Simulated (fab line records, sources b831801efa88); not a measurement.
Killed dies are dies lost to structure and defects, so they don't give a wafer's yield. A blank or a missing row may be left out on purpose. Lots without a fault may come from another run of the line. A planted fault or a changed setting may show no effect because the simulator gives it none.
Which tool did it? | flow sky130 | 14 lots, 42 wafers sampled, at 5 steps of a route of 708

WHAT THE GAUGES READ, wafer by wafer
SKY_SONOS_ONO_CD_MEAS_13: target cd 410 nm. Usual: cd_nm 409.8 nm, standard deviation 2.3.
lot  | measured     | on        | cd_nm (nm)        | flag
L348 | day 13 18:40 | cd_sem-02 | 407.7 406.0 406.2 |
L349 | day 13 20:04 | cd_sem-02 | 409.7 410.8 409.2 |
L351 | day 14 00:46 | cd_sem-01 | 407.1 409.3 412.0 |
L350 | day 14 01:02 | cd_sem-02 | 408.3 410.5 409.2 |
L352 | day 14 12:42 | cd_sem-01 | 411.2 413.5 414.1 |
L353 | day 15 03:34 | cd_sem-01 | 414.3 414.2 413.4 |
L354 | day 15 09:59 | cd_sem-02 | 407.6 408.6 408.4 |
L355 | day 15 13:49 | cd_sem-02 | 413.0 411.8 412.6 |
L356 | day 15 15:03 | cd_sem-02 | 409.0 411.8 411.0 |
L357 | day 16 00:25 | cd_sem-02 | 411.3 410.4 411.7 |
L366 | day 19 23:13 | cd_sem-02 | 408.3 407.3 406.8 |
L367 | day 20 23:19 | cd_sem-02 | 406.2 407.6 407.5 |
L369 | day 21 15:16 | cd_sem-01 | 406.7 408.8 410.2 |
L368 | day 21 17:04 | cd_sem-01 | 411.8 410.0 412.3 |

SKY_LDD_N_TW_MEAS_17. Usual: LDD_N_TW 2617, standard deviation 21.
lot  | measured     | on            | LDD_N_TW       | flag
L348 | day 18 22:29 | film_metro-03 | 2611 2590 2599 |
L349 | day 19 03:57 | film_metro-03 | 2579 2572 2577 |
L351 | day 19 05:32 | film_metro-02 | 2628 2630 2631 |
L350 | day 19 08:22 | film_metro-01 | 2605 2595 2603 |
L352 | day 19 19:31 | film_metro-02 | 2627 2633 2628 |
L353 | day 20 11:09 | film_metro-03 | 2583 2593 2599 |
L354 | day 20 22:46 | film_metro-02 | 2644 2656 2631 |
L355 | day 21 06:57 | film_metro-02 | 2630 2635 2628 |
L356 | day 21 04:40 | film_metro-01 | 2611 2614 2608 |
L357 | day 21 13:01 | film_metro-02 | 2623 2621 2616 |
L366 | day 25 11:47 | film_metro-01 | 2593 2612 2585 |
L367 | day 26 08:36 | film_metro-02 | 2641 2625 2619 |
L369 | day 27 03:13 | film_metro-02 | 2636 2644 2630 |
L368 | day 27 05:43 | film_metro-03 | 2593 2581 2592 |

SKY_LDD_P_OVL_MEAS_08. Usual: LDD_P_OVL 0.7 nm, standard deviation 1.2.
lot  | measured     | on         | LDD_P_OVL (nm) | flag
L348 | day 20 05:35 | overlay-01 | 0.2 -0.4 -1.0  |
L349 | day 20 10:53 | overlay-02 | 0.2 0.7 -1.3   |
L351 | day 20 12:32 | overlay-02 | -0.1 0.4 0.9   |
L350 | day 20 15:11 | overlay-01 | -1.2 0.9 0.7   |
L352 | day 21 01:56 | overlay-01 | 2.5 1.6 1.2    |
L353 | day 21 18:32 | overlay-02 | -0.6 1.3 1.1   |
L354 | day 22 05:38 | overlay-01 | -0.7 0.6 -1.0  |
L355 | day 22 14:29 | overlay-02 | 9.0 9.2 9.9    | OFF
L356 | day 22 11:57 | overlay-02 | -0.9 1.0 -0.8  |
L357 | day 22 19:41 | overlay-01 | 10.0 9.3 10.0  | OFF
L366 | day 26 17:20 | overlay-01 | 1.2 2.2 1.7    |
L367 | day 27 13:20 | overlay-01 | 1.7 1.1 -1.1   |
L369 | day 28 07:29 | overlay-02 | -0.3 -0.2 0.3  |
L368 | day 28 08:59 | overlay-01 | 0.1 1.5 1.7    |

SKY_SD_P_OVL_MEAS_08. Usual: SD_P_OVL 0.5 nm, standard deviation 1.2.
lot  | measured     | on         | SD_P_OVL (nm)  | flag
L348 | day 26 18:36 | overlay-01 | 0.9 -0.3 1.0   |
L349 | day 26 19:35 | overlay-01 | 1.3 0.8 0.4    |
L351 | day 26 23:53 | overlay-01 | -1.4 -0.8 0.0  |
L350 | day 27 03:41 | overlay-02 | -1.2 -0.4 -0.4 |
L352 | day 27 09:43 | overlay-01 | 1.3 -0.9 0.6   |
L353 | day 28 00:08 | overlay-01 | 0.3 -0.4 0.3   |
L354 | day 28 11:32 | overlay-02 | 0.7 -0.8 1.1   |
L355 | day 28 19:26 | overlay-01 | -0.3 -0.7 -1.8 |
L356 | day 28 15:09 | overlay-02 | 0.5 -1.1 0.6   |
L357 | day 28 22:38 | overlay-01 | -0.9 -0.8 -1.4 |
L366 | day 32 15:17 | overlay-02 | 1.9 1.7 0.9    |
L367 | day 33 09:53 | overlay-01 | -0.8 0.4 -1.1  |
L369 | day 34 02:11 | overlay-02 | 1.2 0.2 1.9    |
L368 | day 34 05:29 | overlay-02 | 1.4 0.9 2.4    |

WHICH TOOL RAN EACH LOT (tool, then ch and the chambers of the sampled wafers, then the start)
lot  | SKY_LDD_P_EXPOSE_04
L348 | iline_stepper-02 ch 0, day 19 14:07
L349 | iline_stepper-01 ch 0, day 19 19:50
L351 | iline_stepper-01 ch 0, day 19 21:43
L350 | iline_stepper-01 ch 0, day 20 00:11
L352 | iline_stepper-02 ch 0, day 20 10:43
L353 | iline_stepper-01 ch 0, day 21 03:08
L354 | iline_stepper-01 ch 0, day 21 14:18
L355 | iline_stepper-01 ch 0, day 21 22:17
L356 | iline_stepper-02 ch 0, day 21 19:47
L357 | iline_stepper-01 ch 0, day 22 03:55
L366 | iline_stepper-02 ch 0, day 26 02:26
L367 | iline_stepper-02 ch 0, day 26 23:16
L369 | iline_stepper-02 ch 0, day 27 17:41
L368 | iline_stepper-02 ch 0, day 27 19:19
- SKY_LDD_P_EXPOSE_04: exposes mask PSDM, target cd 380 nm.

WHAT THE TOOLS THEMSELVES READ (means of the sampled wafers that have a number; where no wafer has one, the mark that the record gives instead)
The record holds no such reading with a usual standard deviation.

THE ANSWER, worked out from the rows above alone
Rule: a lot is off if the mean of its wafers that have a number lies more than 3 standard deviations from the usual mean. A lot without any number at a reading at which 4 lots or more have one is off too. The other lots that the step has rows for count as sound. The gauges are gone through in route order, then the tools' own readings, and for those a lot's mean is taken as printed above. The first step at which some lot is off is used, and at that step the reading that is off furthest; a lot without a number counts as furthest.
Off: L355, L357, at SKY_LDD_P_OVL_MEAS_08 (LDD_P_OVL).
A tool fits if, at a process step before that reading, it ran every lot that is off, and no sound lot after the first of them. The gauges at SKY_LDD_P_OVL_MEAS_08 are tried like those tools. One fits: iline_stepper-01 at SKY_LDD_P_EXPOSE_04. Its last sound lot is L354 (day 21 14:18), its first lot that is off L355 (day 21 22:17): a fault that began between those two fits.

WHAT THE SIMULATOR HAD PUT IN
Scanner matching overlay: iline_stepper-01, from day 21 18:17 on, at SKY_LDD_P_EXPOSE_04. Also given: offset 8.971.
Lots struck among those shown: L355, L357. The rule above found the same.
